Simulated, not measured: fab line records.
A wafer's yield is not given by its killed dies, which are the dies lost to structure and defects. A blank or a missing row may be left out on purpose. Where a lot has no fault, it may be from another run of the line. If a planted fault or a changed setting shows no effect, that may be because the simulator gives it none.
8D (eight disciplines) problem report, filled in by code | flow gf180mcu | the parts of the form that need people (team, actions taken, sign-off) are left out

1. WHAT IS WRONG
Wafers free of any fault read 0.385 ohm/sq (standard deviation 0.0047) for CONTACT_W_RS at GF_CONTACT_RS_MEAS_25, against a mean of 0.596 ohm/sq on 2 wafers of 2 lots. Relative to the usual mean, that is a shift of +45 standard deviations.
The step: measures by four-point-probe.
Earliest sighting: wafer L214.6 on film-metro-03 at day 20 03:35. At this step, 34 wafers from 12 lots have a number in the record. By rule, "out" or "out of limits" means more than 4 standard deviations away from the usual mean. The other wafers with a number count as sound.

2. WHAT IT IS; WHAT IT IS NOT
question                    | is                           | is not
which readings at this step | CONTACT_W_RS                 | -
which lots                  | L214, L217                   | L203, L204, L205, L208, L210, L221, L222, L223, L224, L225
which wafers of those lots  | L214.6, L217.3               | L214.5, L217.5
read on which gauges        | film-metro-02, film-metro-03 | film-metro-04
when                        | from day 20 03:35            | up to then (16 sound wafers); but 16 sound wafers of L217, L221, L222, L223, L224, L225 came after

3. THE SUSPECTS, EACH WITH WHAT RULES IT OUT
Counting: a tool at a process step up to the reading stays a suspect if it ran every lot that is out. Sound lots after the first of them don't rule it out here, since some wafers of a struck lot are sound.
- the gauge at GF_CONTACT_RS_MEAS_25 is ruled out. The wafers that are out were read on 2 gauges (film-metro-02, film-metro-03).
- cvd-w-01 at GF_CONTACT_CVD_24 (deposits W, target thk 300 nm, time 90.339 s): kept. It ran every lot that is out, first L214 (day 20 03:29); its last sound lot up to then is L205 (day 17 04:57).
- Within cvd-w-01 at GF_CONTACT_CVD_24: the wafers that are out ran in chamber 0; their sound lot-mates ran in chamber 1.
After counting, what remains is cvd-w-01 at GF_CONTACT_CVD_24.

4. THE CAUSE (what the simulator had put in)
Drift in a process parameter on cvd-w-01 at GF_CONTACT_CVD_24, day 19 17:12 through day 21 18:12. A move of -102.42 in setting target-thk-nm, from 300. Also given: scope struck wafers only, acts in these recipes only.
After counting, this tool was the only one left.

5. THE CHAIN OF EFFECTS, in route order
Each row: a reading where the mean over the struck wafers with a number is more than 3 standard deviations away from the usual. Only readings for which the record gives a usual standard deviation are gone through. hours: the time from each lot's start at the first step in this table that gives one to its start at this step, as a median over the lots. sigmas: the change in usual standard deviations.
hours | step                   | reading            | usual        | on struck wafers | change | sigmas
0     | GF_CONTACT_RS_MEAS_25  | CONTACT_W_RS       | 0.385 ohm/sq | 0.596            | +0.211 | +45
0     | GF_CONTACT_THK_MEAS_26 | CONTACT_W_THK      | 294 nm       | 190              | -104   | -25
0     | GF_CONTACT_CMP_27      | time-to-endpoint-s | 72 s         | 48               | -24    | -5.1
The process steps in it:
- GF_CONTACT_CMP_27: polishes, stops on SiO2, t overpolish 15 s, target thk 0 nm.

6. HOW IT WOULD HAVE BEEN CAUGHT EARLIER
Counted from the fault's start at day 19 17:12, it took 10 hours until the first out-of-limits reading at a measuring or inspecting step in this record, taken at day 20 03:35.
No tool reading at GF_CONTACT_CVD_24 that has a usual standard deviation in the record was out on any struck wafer, so an alarm limit of 4 standard deviations on those readings would not have fired.
Among the 2 lots that are out, L217 began GF_CONTACT_CVD_24 on cvd-w-01 after day 20 03:35. Holding the tool at that time would have saved it.
